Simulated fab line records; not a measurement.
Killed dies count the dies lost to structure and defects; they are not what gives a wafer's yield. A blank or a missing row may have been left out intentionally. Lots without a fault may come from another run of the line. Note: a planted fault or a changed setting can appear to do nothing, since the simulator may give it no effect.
Struck lot and sound lot, side by side | flow sky130 | 16 steps out of a route of 708
Sound: wafers L235.1, L235.2, L235.4. Wafers L248.2, L248.3, L248.4 were the ones struck. The cause comes at the end.
Per side, at each step with rows, come the tool, then ch with its chambers, and then its first start. Under that, the readings that differ: sound wafers | struck wafers | difference of the means | sigmas: that difference in standard deviations of wafers without a fault.
alike: words and numbers the same on both sides, and readings whose means are apart by under 2 such deviations; not compared: readings that were withheld, readings missing a value for some wafer, numbers with overlapping values and no deviation given by the record, and bounds like >300 which may hide the same value.
A row with sigmas, a row that says differs or no value, or rows on one side alone: a step with any of these is where the two part. When numbers do not overlap yet have no deviation, they are printed without sigmas and do not part them. Lack of a reading on every wafer of one side parts them only where that side has two or more wafers.

first, 7 steps without rows for these wafers: SKY_METAL3_HMDS_06 (prime time 60 s); SKY_METAL3_COAT_07 (resist thk 60 nm); SKY_METAL3_COAT_08 (resist thk 1140 nm); SKY_METAL3_SOFTBAKE_09 (time 90 s); SKY_METAL3_EXPOSE_10 (exposes mask MM3, target cd 300 nm); SKY_METAL3_PEB_11; SKY_METAL3_DEVELOP_12 (develop time 60 s).
SKY_METAL3_CD_MEAS_13: the cd target is 300 nm.
  sound: cd_sem-02 at day 38 17:45; struck: cd_sem-01 at day 42 17:45
  alike: cd_nm
SKY_METAL3_OVL_MEAS_14:
  sound: overlay-01 at day 38 17:52; struck: overlay-01 at day 42 17:52
  alike: METAL3_OVL
SKY_METAL3_DESCUM_15: chemistry O2, time 8 s.
  sound on rie_metal-02 ch 0,1, day 38 17:55; struck on rie_metal-01 ch 0,1, day 42 17:53
  alike: drypump_motor_current_A, oes_product_au
  not compared: rf_hours_counter_h
SKY_METAL3_ETCH_16: etches BARC in N2/H2, stops on SiO2, time 88.2 s, target depth 60 nm.
  sound on rie_metal-02 ch 0,1, day 38 17:56; struck on rie_metal-01 ch 0,1, day 42 17:55
  alike: drypump_motor_current_A, h2_flow_sccm, oes_product_au, throttle_valve_pct
  not compared: rf_hours_counter_h
SKY_METAL3_ETCH_17: etches SiO2 in C4F8/O2/Ar, stops on TiN, time 3.9 s, target depth 15 nm.
  sound on rie_diel-01 ch 0,1,3, day 38 18:02; struck on rie_diel-04 ch 0,1,3, day 42 18:01
  alike: oes_product_au
  not compared: rf_hours_counter_h
SKY_METAL3_METAL_ETCH_18: etches the open film in Cl2/BCl3, stops on SiO2, target depth 845 nm, time 183.1 s.
  sound on rie_metal-01 ch 0,1, day 38 18:04; struck on rie_metal-02 ch 0,1, day 42 18:02
  reading                                       | sound             | struck            | difference | sigmas
  oes_product_au (a.u.)                         | 0.860 0.865 0.854 | 0.841 0.838 0.831 | -0.023     | -4
  model.KrF-thick_of_METAL3_COAT_08.thk_nm (nm) | 516.7 525.5 524.3 | 670.6 668.6 682.8 | +151.8     |
  model.METAL3.feature_depth_nm (nm)            | 849 863.2 854.1   | 825 819 793.4     | -43        |
  model.etch.depth_nm (nm)                      | 849 863.2 854.1   | 825 819 793.4     | -43        |
  alike: drypump_motor_current_A, mfc_cl2_sccm, throttle_valve_pct
  not compared: rf_hours_counter_h
SKY_METAL3_STRIP_19: strips in O2/N2.
  sound on plasma_asher-01 ch 0,1, day 38 18:14; struck on plasma_asher-04 ch 0,1, day 42 18:13
  reading                      | sound             | struck            | difference | sigmas
  oes_product_au (a.u.)        | 0.489 0.505 0.501 | 0.554 0.552 0.561 | +0.057     | +9
  strip_time_to_endpoint_s (s) | 6.43 6.53 6.51    | 7.95 7.93 8.09    | +1.50      | +22
  alike: drypump_motor_current_A
  not compared: rf_hours_counter_h
then, 1 step without rows for these wafers: SKY_METAL3_STRIP_20 (strips in post etch residue remover, time 1200 s).
-- the record jumps here: 6 days lie between the struck wafers' starts before and after (it left off in module METAL3 and takes up again in module PAD_OPEN, whose first step shown is number 708 of the route) --
SKY_PAD_OPEN_PROBE_99:
  sound: prober-02 at day 45 22:47; struck: prober-01 at day 49 05:03
  reading                  | sound          | struck         | difference | sigmas
  defect_limited_yield (%) | 86.0 83.1 86.4 | 3.3 0.6 0      | -83.9      | -47
  killed_at_M0_to_M3       | 32 52 36       | 437 445 451    | +404       | +64
  killed_dies              | 69 83 67       | 476 489 492    | +413       | +47
  killed_on_rim            | 13 17 14       | 90 95 96       | +79        | +20
  sort_bin_5_function (%)  | 8.3 9.8 7.1    | 91.1 91.5 94.1 | +83.8      | +56
  sort_n_pass              | 423 409 425    | 16 3 0         | -413       | -47
  sort_yield_pct (%)       | 86.0 83.1 86.4 | 3.3 0.6 0      | -83.9      | -47
  alike: killed_at_M4_up, killed_at_contacts, killed_at_front_end, killed_at_other, killed_open, killed_short, sort_bin_3_pad_short, sort_bin_6_memory

== WHERE THEY PART ==
At SKY_METAL3_METAL_ETCH_18 first; at SKY_PAD_OPEN_PROBE_99 last (within this record only).

WHY: what had been put in by the simulator
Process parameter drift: rie_metal-02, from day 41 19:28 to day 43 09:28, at SKY_METAL3_METAL_ETCH_18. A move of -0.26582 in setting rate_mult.
